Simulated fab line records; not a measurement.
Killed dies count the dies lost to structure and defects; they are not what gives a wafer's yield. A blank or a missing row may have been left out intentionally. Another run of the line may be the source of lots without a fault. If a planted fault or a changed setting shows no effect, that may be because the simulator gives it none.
Chamber matching ; flow gf180mcu ; GF_V1_CMP_04 on cmp-01 has 4 sister chambers
The step polishes SiO2. 14 wafers are shown with their chamber, then 7 later ones without.

WAFERS WITH THEIR CHAMBER
wafer;chamber;motor-current-A (A);time-to-endpoint-s (s)
L765.1;3;12.3;79
L765.2;2;11.7;87
L765.4;1;13.5;86
L769.1;3;12.6;64
L769.3;2;12.1;72
L769.6;1;12.8;74
L771.2;1;13.5;81
L771.4;0;11.3;76
L771.6;0;11.9;78
L772.2;2;11.8;72
L772.4;0;10.7;81
L772.6;0;11.1;82
L773.2;3;12.6;75
L773.5;3;12.6;81

SIGNATURES (averages over the wafers above)
reading;chamber 0;chamber 1;chamber 2;chamber 3;scatter within a chamber
motor-current-A;11.250;13.267;11.867;12.525;0.351
time-to-endpoint-s;79.25;80.33;77.00;74.75;6.47
Rule: for each reading, subtract the chamber's mean from the wafer's reading, divide by that reading's scatter and square the result; add these up over the readings and take the root, which gives the wafer's distance from the chamber. The wafer belongs to the nearest chamber; if the next one is less than 2 further off, it can't be placed. The scatter: the root of (the sum of the squares of (reading less its chamber's mean) over the shown wafers, divided by (wafers less chambers)).

WAFERS WHOSE CHAMBER IS MISSING
wafer;motor-current-A (A);time-to-endpoint-s (s)
L773.6;12.3;81
L784.1;12.6;81
L784.3;13.5;82
L784.4;11.6;79
L787.2;13.3;75
L787.5;13.4;83
L787.6;11.1;81

THE CHAMBER EACH PASSED THROUGH
wafer;from the rows above;in truth
L773.6;can't be placed: 3 or 2 or 1 or 0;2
L784.1;can't be placed: 3 or 1 or 2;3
L784.3;1;1
L784.4;can't be placed: 2 or 0 or 3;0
L787.2;can't be placed: 1 or 3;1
L787.5;1;1
L787.6;can't be placed: 0 or 2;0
Placed correctly: 2 of 7. Can't be placed from these rows: 5 (the true chamber is among the candidates in 5). Wrongly placed: 0.
